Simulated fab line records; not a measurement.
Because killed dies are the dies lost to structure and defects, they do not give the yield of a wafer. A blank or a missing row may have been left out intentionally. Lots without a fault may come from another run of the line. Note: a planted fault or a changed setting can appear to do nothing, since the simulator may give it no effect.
fab line records	flow sky130
record lots=6	wafers=18	last-day=51
route steps=708 shown METAL4@634 VIA4@639 PAD_OPEN@708
lots that met no fault: from a run of the same line without faults
start-h: start of the lot's first displayed wafer, in hours after the record's first day	wait-h: how many hours have passed since the lot's step before this one	" as in the row above	L1.1+2: one row covering several wafers at once	- no value present, or no start provided	* or withheld: withheld	< > ~ a bound
route shown NAME@n: NAME is a module with steps in the file, n the number in the route of the first one	usual: mean/standard deviation taken from wafers without a fault	same: alike in all rows	chamber/n: place in a boat	sites: per-site readings	_std_site: standard deviation of those values	_edge_site: mean of outer sites minus mean of inner sites	radius-mm: for every site, how far away it sits from the centre of the wafer	mask NAME#n: copy n	behind: tool/chamber where the wafer was last shaped	hold: cause of the lot's hold/its duration in hours/its outcome	device: the n, p or np transistor that did not switch	end of line: the same wafers' tests at the end of the route	step lacking rows: just its recipe	killed: the dies lost at the first sort to structure and to defects; this is not the yield of the wafer	map: dies across one wafer; x = killed, . = not, _ = none there
set.NAME: the setting that was run; set.NAME@STEP: the one run at that earlier step	model.NAME: the simulator's own value behind a step, which no gauge read
lots at some steps of the route; a table a step, a row a wafer
services: the hour from which a tool's chamber was out of use, counted from the record's first day as start-h (under 0 if before that day), plus the number of hours and why
## steps
# step SKY_METAL4_METAL_ETCH_18
# recipe target-depth-a=8450	stop-on=SiO2	over-etch-frac=0.3	time-s=183.1	chemistry=Cl2/BCl3	resist-sidewall-deg=88	pressure-mtorr=10	icp-w=900	bias-w=48.5	Cl2_flow_sccm=60	bcl3-flow-sccm=30
# usual bias-w=48.49/0.14	chamber-pressure-mTorr=9.999/0.0096	drypump-motor-current-A=5.7/0.39	oes-product-au=0.866/0.0066	throttle-valve-pct=22.265/0.0092
lot.wafer	tool	chamber	start-h	wait-h	bias-w	chamber-pressure-mTorr	drypump-motor-current-A	oes-product-au	rf-hours-counter-h	throttle-valve-pct
L352.2	rie-metal-01	0	1028.86	0.0	48.34	9.993	5.8	0.876	9	22.270
L352.5	"	0	"	"	48.50	10.004	5.8	0.862	-	22.257
L352.6	"	1	"	"	48.88	10.003	5.1	0.869	-	22.266
L357.3	rie-metal-01	1	1062.41	0.1	48.45	9.993	5.0	0.876	-	22.284
L357.4	"	0	"	"	48.64	9.993	5.8	0.867	-	22.257
L357.5	"	1	"	"	48.27	9.991	5.1	0.868	-	22.250
L358.1	rie-metal-04	0	1073.74	0.0	48.53	10.009	5.6	0.864	9	22.275
L358.4	"	1	"	"	48.27	9.995	5.9	0.869	-	22.253
L358.6	"	0	"	"	48.16	10.005	5.6	0.859	-	22.288
L366.2	rie-metal-01	0	1114.06	0.0	48.49	9.989	5.8	0.857	16	22.266
L366.3	"	1	"	"	48.36	10.004	5.1	0.874	-	22.248
L366.4	"	0	"	"	48.47	9.997	5.8	0.870	-	22.270
L371.3	rie-metal-03	1	1140.75	0.1	48.39	10.024	6.3	0.856	-	22.263
L371.4	"	0	"	"	48.28	9.999	5.5	0.876	-	22.259
L371.5	"	1	"	"	48.43	10.013	6.3	0.866	-	22.279
L374.4	rie-metal-04	1	1157.07	0.1	48.66	10.002	5.9	0.869	-	22.276
L374.5	"	1	"	"	48.58	10.010	5.8	0.861	-	22.262
L374.6	"	0	"	"	48.55	10.001	5.5	0.871	-	22.259
# step SKY_METAL4_STRIP_19
# recipe chemistry=O2/N2	power-w=1400	pressure-mtorr=1500	platen-temp-c=withheld	o2-flow-sccm=3000	n2-flow-sccm=300	overash-fraction=0.5
# usual chamber-pressure-mTorr=1500.1/1.3	drypump-motor-current-A=5.8/0.68	oes-product-au=0.503/0.0061	strip-time-to-endpoint-s=6.57/0.084
lot.wafer	tool	chamber	start-h	wait-h	chamber-pressure-mTorr	drypump-motor-current-A	oes-product-au	rf-hours-counter-h	strip-time-to-endpoint-s
L352.2	plasma-asher-01	0	1029.04	0.1	1499.6	5.8	0.508	26	6.69
L352.5	"	1	"	"	1499.3	6.6	0.510	-	6.74
L352.6	"	0	"	"	1500.2	5.8	0.499	-	6.44
L357.3	plasma-asher-02	1	1062.57	0.1	1500.1	6.7	0.502	-	6.58
L357.4	"	0	"	"	1500.0	4.8	0.515	-	6.66
L357.5	"	1	"	"	1501.1	6.7	0.501	-	6.58
L358.1	plasma-asher-01	1	1073.92	0.1	1499.4	6.6	0.504	32	6.75
L358.4	"	0	"	"	1499.1	5.8	0.504	-	6.63
L358.6	"	0	"	"	1499.9	5.8	0.514	-	6.71
L366.2	plasma-asher-02	0	1114.24	0.1	1501.4	4.9	0.515	97	6.69
L366.3	"	1	"	"	1500.1	6.7	0.513	-	6.57
L366.4	"	0	"	"	1500.6	4.8	0.502	-	6.63
L371.3	plasma-asher-02	1	1140.90	0.1	1501.4	6.7	0.499	-	6.51
L371.4	"	0	"	"	1500.6	4.8	0.494	-	6.43
L371.5	"	1	"	"	1500.3	6.7	0.513	-	6.54
L374.4	plasma-asher-02	1	1157.22	0.1	1502.5	6.7	0.494	-	6.50
L374.5	"	0	"	"	1501.3	4.8	0.502	-	6.57
L374.6	"	1	"	"	1498.3	6.7	0.512	-	6.65
# step SKY_METAL4_STRIP_20
# recipe chemistry=post-etch-residue-remover	time-s=1200	temp-c=72.5
# step SKY_METAL4_CLEAN_21
# recipe chemistry=IPA	time-s=180	temp-c=25
# step SKY_METAL4_CLEAN_22
# recipe chemistry=O3/DIW	dry=n2-spin
# step SKY_VIA4_HDPCVD_00
# recipe material=SiO2	target-thk-nm=1750	sigma-open-frac=0.3	time-s=291.7	temp-c=400	sih4-flow-sccm=60	pressure-mtorr=6
# step SKY_VIA4_THK_MEAS_01
# recipe reads=SiO2_of_VIA4_HDPCVD_00
# usual VIA4_HDPCVD_THK=1752/16
lot.wafer	tool	chamber	start-h	wait-h	VIA4_HDPCVD_THK[nm]
L352.2	film-metro-02	-	1029.86	0.1	1753
L352.5	"	-	"	"	1755
L352.6	"	-	"	"	1736
L357.3	film-metro-02	-	1063.34	0.1	1738
L357.4	"	-	"	"	1772
L357.5	"	-	"	"	1737
L358.1	film-metro-02	-	1074.69	0.1	1721
L358.4	"	-	"	"	1732
L358.6	"	-	"	"	1765
L366.2	film-metro-02	-	1115.02	0.1	1759
L366.3	"	-	"	"	1743
L366.4	"	-	"	"	1764
L371.3	film-metro-01	-	1141.67	0.1	1758
L371.4	"	-	"	"	1738
L371.5	"	-	"	"	1768
L374.4	film-metro-02	-	1157.99	0.0	1772
L374.5	"	-	"	"	1767
L374.6	"	-	"	"	1755
# step SKY_VIA4_CMP_02
# recipe material=SiO2	down-force-psi=4	platen-rpm=60	pad-velocity-m-s=0.94248
# usual motor-current-A=12.1/0.86
lot.wafer	tool	chamber	start-h	wait-h	motor-current-A
L352.2	cmp-02	3	1029.96	0.1	14.1
L352.6	"	2	"	"	10.8
L352.5	"	3	"	"	12.7
L357.3	cmp-02	2	1063.81	0.5	10.3
L357.4	"	0	"	"	11.9
L357.5	"	2	"	"	11.2
L358.1	cmp-01	2	1074.99	0.3	12.8
L358.4	"	3	"	"	12.6
L358.6	"	0	"	"	12.8
L366.4	cmp-01	3	1115.07	0.0	12.3
L366.2	"	0	"	"	12.5
L366.3	"	1	"	"	11.3
L371.4	cmp-02	3	1141.71	0.0	13.7
L371.3	"	1	"	"	13.1
L371.5	"	3	"	"	12.9
L374.4	cmp-02	0	1158.18	0.2	12.1
L374.6	"	2	"	"	10.7
L374.5	"	3	"	"	13.8
# step SKY_VIA4_BOW_MEAS_03
# recipe mode=bow
# usual VIA4_BOW=77/9.2
lot.wafer	tool	chamber	start-h	wait-h	VIA4_BOW[um]
L352.2	film-metro-03	-	1030.23	0.2	74
L352.5	"	-	"	"	79
L352.6	"	-	"	"	90
L357.3	film-metro-01	-	1064.15	0.3	84
L357.4	"	-	"	"	89
L357.5	"	-	"	"	81
L358.1	film-metro-01	-	1075.19	0.1	85
L358.4	"	-	"	"	100
L358.6	"	-	"	"	96
L366.2	film-metro-03	-	1115.39	0.2	66
L366.3	"	-	"	"	67
L366.4	"	-	"	"	74
L371.3	film-metro-03	-	1142.05	0.2	93
L371.4	"	-	"	"	86
L371.5	"	-	"	"	91
L374.4	film-metro-02	-	1158.44	0.2	66
L374.5	"	-	"	"	69
L374.6	"	-	"	"	72
# step SKY_VIA4_DEHYDRATE_04
# recipe temp-c=200	time-s=60
# step SKY_VIA4_HMDS_05
# recipe prime-time-s=60	prime-temp-c=120
# step SKY_VIA4_COAT_06
# recipe resist=NOVOLAK	spin-rpm=3000	resist-thk-nm=1140
# step SKY_VIA4_SOFTBAKE_07
# recipe temp-c=90	time-s=60	resist=NOVOLAK
# usual run-length-s=89.29/0.2
lot.wafer	tool	chamber	start-h	wait-h	run-length-s
L352.2	litho-track-03	0	1041.21	0.1	89.46
L352.5	"	0	"	"	89.53
L352.6	"	0	"	"	89.40
L357.3	litho-track-01	0	1075.96	0.1	96.29
L357.4	"	0	"	"	89.25
L357.5	"	0	"	"	89.04
L358.1	litho-track-01	0	1085.76	0.1	89.23
L358.4	"	0	"	"	89.05
L358.6	"	0	"	"	96.32
L366.2	litho-track-03	0	1126.06	0.1	89.42
L366.3	"	0	"	"	89.43
L366.4	"	0	"	"	89.34
L371.3	litho-track-03	0	1152.14	0.1	89.42
L371.4	"	0	"	"	89.58
L371.5	"	0	"	"	89.35
L374.4	litho-track-01	0	1168.38	0.1	89.23
L374.5	"	0	"	"	89.08
L374.6	"	0	"	"	89.31
# step SKY_VIA4_EXPOSE_08
# recipe mask-id=VIM4	na=0.6	source-shape=conventional	sigma-outer=0.6	polarization=unpolarized	target-cd-nm=800	dose-mj=132
# step SKY_PAD_OPEN_PROBE_99
# usual defect-limited-yield=82.5/1.9	killed_at_M0_to_M3=43/6.4	killed_at_M4_up=3.3/1.9	killed-at-contacts=24/5.7	killed-at-front-end=15/4.7	killed-at-other=0.3/0.48	killed-dies=86/9.2	killed-on-rim=17/3.4	killed-open=47/7	killed-short=39/6.5	sort_bin_3_pad_short=0.8/0.38	sort_bin_5_function=10.3/1.4	sort_bin_6_memory=6.3/1.1	sort-n-pass=406/9.2	sort-yield-pct=82.5/1.9
# same gross-dies=492	killed-at-back-side=0	sort_bin_4_leakage[%]=0	sort_bin_8_speed[%]=0
lot.wafer	tool	chamber	start-h	wait-h	defect-limited-yield[%]	killed_at_M0_to_M3	killed_at_M4_up	killed-at-contacts	killed-at-front-end	killed-at-other	killed-dies	killed-on-rim	killed-open	killed-short	sort_bin_3_pad_short[%]	sort_bin_5_function[%]	sort_bin_6_memory[%]	sort-n-pass	sort-yield-pct[%]
L352.2	prober-01	-	1122.97	0.1	81.7	37	4	35	13	1	90	17	48	42	1.2	9.8	7.3	402	81.7
L352.5	prober-01	-	1123.12	0.2	83.3	36	2	33	11	0	82	12	44	38	0.6	10.2	5.9	410	83.3
L352.6	prober-01	-	1123.17	0.2	82.3	44	3	29	10	1	87	16	48	38	0.8	9.6	7.3	405	82.3
L357.3	prober-02	-	1154.78	0.2	83.5	36	3	30	12	0	81	19	46	35	0.2	10.8	5.5	411	83.5
L357.4	prober-02	-	1154.83	0.2	82.7	36	6	29	14	0	85	17	42	42	0.8	9.8	6.7	407	82.7
L357.5	prober-02	-	1154.88	0.2	80.1	42	5	30	21	0	98	14	54	43	0.6	12.0	7.3	394	80.1
L358.1	prober-01	-	1163.80	0.1	80.9	53	3	24	14	0	94	16	56	38	0.8	11.8	6.5	398	80.9
L358.4	prober-01	-	1163.95	0.2	82.9	48	2	21	13	0	84	15	43	41	0.6	10.4	6.1	408	82.9
L358.6	prober-01	-	1164.05	0.2	82.5	46	1	25	13	1	86	13	45	40	1.6	7.5	8.3	406	82.5
L366.2	prober-01	-	1198.00	0.1	85.8	33	4	21	12	0	70	12	33	36	0.2	8.1	5.9	422	85.8
L366.3	prober-01	-	1198.05	0.2	83.7	44	2	21	13	0	80	15	47	32	1.0	9.6	5.7	412	83.7
L366.4	prober-01	-	1198.10	0.2	82.9	32	2	29	19	2	84	20	45	38	0.8	10.0	6.3	408	82.9
L371.3	prober-02	-	1215.18	0.2	83.1	43	4	20	15	1	83	16	42	39	1.2	10.4	5.3	409	83.1
L371.4	prober-02	-	1215.23	0.2	85.2	34	0	27	12	0	73	9	39	33	0.4	9.1	5.3	419	85.2
L371.5	prober-02	-	1215.28	0.2	82.7	47	5	21	12	0	85	12	58	27	0.6	11.2	5.5	407	82.7
L374.4	prober-01	-	1228.92	0.2	80.3	58	3	22	13	1	97	19	49	47	0.4	11.8	7.5	395	80.3
L374.5	prober-01	-	1228.97	0.2	83.5	48	4	16	13	0	81	18	37	44	1.0	10.2	5.3	411	83.5
L374.6	prober-01	-	1229.02	0.2	79.7	55	1	23	21	0	100	16	58	41	0.2	12.4	7.7	392	79.7
# killed by level:class
L352.2 LI_CONTACT:geometric-particle:open=13 CONTACT:geometric-particle:open=11 VIA1:geometric-particle:open=10 METAL2:geometric-particle:short=8 FIELD_ISO:geometric-particle:short=6 LI_CONTACT:geometric-particle:short=6 VIA3:geometric-particle:open=5 VIA1:geometric-particle:short=4
L352.5 CONTACT:geometric-particle:open=11 LI_CONTACT:geometric-particle:open=10 VIA1:geometric-particle:open=7 VIA1:geometric-particle:short=6 CONTACT:geometric-particle:short=5 METAL1:geometric-particle:short=5 VIA2:geometric-particle:open=5 VIA3:geometric-particle:open=5
L352.6 LI_CONTACT:geometric-particle:open=12 VIA1:geometric-particle:open=10 METAL2:geometric-particle:short=7 CONTACT:geometric-particle:open=6 LI_CONTACT:geometric-particle:short=5 VIA3:geometric-particle:open=5 POLY_GATE:geometric-particle:short=4 CONTACT:geometric-particle:short=4
L357.3 CONTACT:geometric-particle:open=12 VIA1:geometric-particle:open=9 LOCAL_INTERCONNECT:geometric-particle:short=7 METAL1:geometric-particle:short=5 FIELD_ISO:geometric-particle:open=4 LI_CONTACT:geometric-particle:open=4 METAL2:geometric-particle:short=4 VIA2:geometric-particle:open=4
L357.4 LOCAL_INTERCONNECT:geometric-particle:short=10 VIA2:geometric-particle:open=8 CONTACT:geometric-particle:open=6 VIA2:geometric-particle:short=6 VIA1:geometric-particle:open=5 VIA3:geometric-particle:open=5 POLY_GATE:geometric-particle:open=4 LI_CONTACT:geometric-particle:short=4
L357.5 CONTACT:geometric-particle:open=10 LI_CONTACT:geometric-particle:open=9 VIA3:geometric-particle:open=8 VIA1:geometric-particle:open=8 FIELD_ISO:geometric-particle:short=7 CONTACT:geometric-particle:short=6 POLY_GATE:geometric-particle:open=5 METAL1:geometric-particle:short=5
L358.1 VIA1:geometric-particle:open=13 LI_CONTACT:geometric-particle:open=8 VIA2:geometric-particle:open=7 CONTACT:geometric-particle:open=7 VIA1:geometric-particle:short=6 FIELD_ISO:geometric-particle:open=5 METAL1:geometric-particle:short=5 METAL2:geometric-particle:short=5
L358.4 VIA1:geometric-particle:open=12 CONTACT:geometric-particle:open=10 VIA1:geometric-particle:short=8 METAL2:geometric-particle:short=8 METAL1:geometric-particle:short=7 VIA3:geometric-particle:open=6 VIA2:geometric-particle:open=5 FIELD_ISO:geometric-particle:short=4
L358.6 CONTACT:geometric-particle:open=11 VIA2:geometric-particle:open=9 METAL2:geometric-particle:short=7 POLY_GATE:geometric-particle:short=7 VIA1:geometric-particle:open=7 METAL1:geometric-particle:short=6 CONTACT:geometric-particle:short=6 LI_CONTACT:geometric-particle:open=3
L366.2 LI_CONTACT:geometric-particle:open=8 METAL2:geometric-particle:short=7 VIA2:geometric-particle:open=6 CONTACT:geometric-particle:open=5 VIA1:geometric-particle:open=5 POLY_GATE:geometric-particle:open=4 CONTACT:geometric-particle:short=4 VIA1:geometric-particle:short=4
L366.3 VIA1:geometric-particle:open=19 CONTACT:geometric-particle:open=7 POLY_GATE:geometric-particle:short=6 VIA2:geometric-particle:open=6 LI_CONTACT:geometric-particle:open=5 VIA1:geometric-particle:short=5 LOCAL_INTERCONNECT:geometric-particle:short=4 CONTACT:geometric-particle:short=4
L366.4 LI_CONTACT:geometric-particle:open=8 CONTACT:geometric-particle:open=7 FIELD_ISO:geometric-particle:short=6 POLY_GATE:geometric-particle:open=5 LI_CONTACT:geometric-particle:short=5 CONTACT:geometric-particle:short=5 VIA1:geometric-particle:open=5 METAL2:geometric-particle:short=5
L371.3 LI_CONTACT:geometric-particle:open=9 VIA1:geometric-particle:open=7 VIA3:geometric-particle:open=7 VIA2:geometric-particle:open=6 CONTACT:geometric-particle:short=5 METAL2:geometric-particle:short=5 FIELD_ISO:geometric-particle:short=4 CONTACT:geometric-particle:open=4
L371.4 VIA1:geometric-particle:open=10 CONTACT:geometric-particle:open=8 LI_CONTACT:geometric-particle:open=7 METAL2:geometric-particle:short=5 CONTACT:geometric-particle:short=5 VIA1:geometric-particle:short=5 VIA2:geometric-particle:open=4 LOCAL_INTERCONNECT:geometric-particle:short=3
L371.5 VIA1:geometric-particle:open=12 LI_CONTACT:geometric-particle:open=9 CONTACT:geometric-particle:open=8 VIA3:geometric-particle:open=8 VIA2:geometric-particle:open=8 METAL1:geometric-particle:open=5 METAL2:geometric-particle:short=5 FIELD_ISO:geometric-particle:open=4
L374.4 VIA1:geometric-particle:open=11 LI_CONTACT:geometric-particle:open=9 VIA3:geometric-particle:open=8 VIA1:geometric-particle:short=6 VIA2:geometric-particle:short=6 METAL2:geometric-particle:short=6 VIA2:geometric-particle:open=6 VIA3:geometric-particle:short=5
L374.5 METAL2:geometric-particle:short=8 VIA1:geometric-particle:open=7 VIA3:geometric-particle:short=7 CONTACT:geometric-particle:open=6 METAL3:geometric-particle:short=6 VIA2:geometric-particle:open=5 VIA3:geometric-particle:open=5 FIELD_ISO:geometric-particle:short=4
L374.6 VIA1:geometric-particle:open=16 VIA1:geometric-particle:short=10 VIA2:geometric-particle:open=9 CONTACT:geometric-particle:short=8 POLY_GATE:geometric-particle:open=7 LI_CONTACT:geometric-particle:open=7 CONTACT:geometric-particle:open=6 METAL2:geometric-particle:short=5
## services
tool	chamber	start-h	hours	kind
rie-metal-01	-	1006.51	2.8	pm
plasma-asher-01	-	1012.46	2.9	repair
plasma-asher-02	-	1041.08	14.6	pm
rie-metal-01	1	1041.61	-	clean
rie-metal-01	1	1041.61	19.9	scheduled-down
rie-metal-01	1	1041.61	19.9	vent-cycle
cmp-02	-	1057.03	1.1	repair
plasma-asher-02	-	1071.60	11.2	repair
cmp-01	-	1084.03	4.0	pm
cmp-01	-	1088.03	-	consumable-replace:conditioner
cmp-01	-	1088.03	-	consumable-replace:pad
cmp-02	-	1092.90	5.1	pm
plasma-asher-01	-	1093.24	3.8	repair
cmp-01	-	1114.54	0.3	repair
cmp-02	-	1126.44	1.2	repair
rie-metal-03	1	1161.78	18.1	repair
cmp-02	-	1164.20	3.9	repair
rie-metal-03	-	1164.56	1.4	pm
## key
first-sign step=SKY_VIA4_SOFTBAKE_07	reading=run-length-s	direction=up	sigmas=34	usual=*	struck=*
effect none on later readings
met-at SKY_VIA4_SOFTBAKE_07
struck-wafers L357.3,L358.6
fault kind=process-parameter-drift	tool=litho-track-01	chamber=-	onset-h=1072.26	steps=SKY_VIA4_SOFTBAKE_07	channel=time-s	offset=*	shape=step	end-h=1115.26	scope=struck-wafers-only	acts-in=*	stated=*
